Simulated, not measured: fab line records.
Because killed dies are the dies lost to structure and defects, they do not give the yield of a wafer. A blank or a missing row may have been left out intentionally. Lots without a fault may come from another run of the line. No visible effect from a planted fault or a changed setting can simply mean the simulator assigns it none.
Which of the tools did it? -- flow gf180mcu -- 18 wafers from 6 lots sampled at 4 of the route's 602 steps

== WHAT THE GAUGES READ, wafer by wafer ==
GF_V4_THK_MEAS_01.
lot,measured,on,V4_CVD_00_THK (nm)
L304,day 24 01:05,film metro-02,605 603 606
L307,day 25 12:44,film metro-04,604 595 601
L308,day 26 19:37,film metro-04,599 596 599
L311,day 27 07:48,film metro-03,592 601 600
L315,day 28 02:42,film metro-04,608 598 595
L323,day 30 04:31,film metro-04,607 303 603

== WHICH TOOL RAN EACH LOT (tool, then ch and the chambers of the sampled wafers, then the start) ==
lot,GF_V3_ETCH_17,GF_V3_CMP_26,GF_V4_CVD_00
L304,"rie diel-04 ch 2,3, day 23 00:52 or earlier","cmp-01 ch 0,2, day 23 00:52","hdpcvd-02 ch 0,2, day 24 01:01"
L307,"rie diel-04 ch 1,2,3, day 24 13:37 or earlier","cmp-01 ch 0,1,2, day 24 13:37","hdpcvd-01 ch 0,1,2, day 25 12:40"
L308,"rie diel-04 ch 0,2,3, day 25 21:04 or earlier","cmp-01 ch 1,2,3, day 25 21:04","hdpcvd-02 ch 0,1,2, day 26 19:32"
L311,"rie diel-03 ch 1,2,3, day 26 09:20 or earlier","cmp-02 ch 1,2,3, day 26 09:20","hdpcvd-01 ch 0,1,2, day 27 07:44"
L315,"rie diel-01 ch 1,3, day 27 05:58 or earlier","cmp-02 ch 1,3, day 27 05:58","hdpcvd-02 ch 0,1,2, day 28 02:37"
L323,"rie diel-04 ch 1,3, day 29 08:45 or earlier","cmp-01 ch 0,1,3, day 29 08:45","hdpcvd-02 ch 0,2, day 30 04:25"
- GF_V3_ETCH_17: etches SiO2 in C4F8/O2/Ar, stops on TiN, target depth 635 nm.
- GF_V3_CMP_26: polishes, stops on SiO2, t overpolish 15 s, target thk 0 nm.
- GF_V4_CVD_00: deposits SiO2, target thk 600 nm, time 100 s.

== THE ANSWER, worked out from the rows above alone ==
Rule: usual is defined by the lots themselves. Put in order of their means at a reading, lots are off if they are a third of the lots or fewer, leave a main group of 4 or more, and stand apart from it by a gap of 3 or more times the standard deviation of the main group's means; of several such gaps the widest counts. A main group is skipped when, at the precision printed for the reading in the tables above, its means are all equal. Also off: a lot with no number at a reading for which 4 or more lots have one. The other lots that the step has rows for count as sound.
Off: L323, seen at GF_V4_THK_MEAS_01 (V4_CVD_00_THK). The main group: mean 600 nm, standard deviation 2.5.
If a tool, at a process step before that reading, ran all the lots that are off and no sound lot after the first of them, it fits. Those tools and the gauges at GF_V4_THK_MEAS_01 are tried in the same way. GF_V3_ETCH_17: start missing for some lots; hours and lot order therefore follow GF_V3_CMP_26. Can't be told from this: 4 tools fit, rie diel-04 at GF_V3_ETCH_17, cmp-01 at GF_V3_CMP_26, hdpcvd-02 at GF_V4_CVD_00, film metro-04 at GF_V4_THK_MEAS_01.

== WHAT WAS PUT IN BY THE SIMULATOR ==
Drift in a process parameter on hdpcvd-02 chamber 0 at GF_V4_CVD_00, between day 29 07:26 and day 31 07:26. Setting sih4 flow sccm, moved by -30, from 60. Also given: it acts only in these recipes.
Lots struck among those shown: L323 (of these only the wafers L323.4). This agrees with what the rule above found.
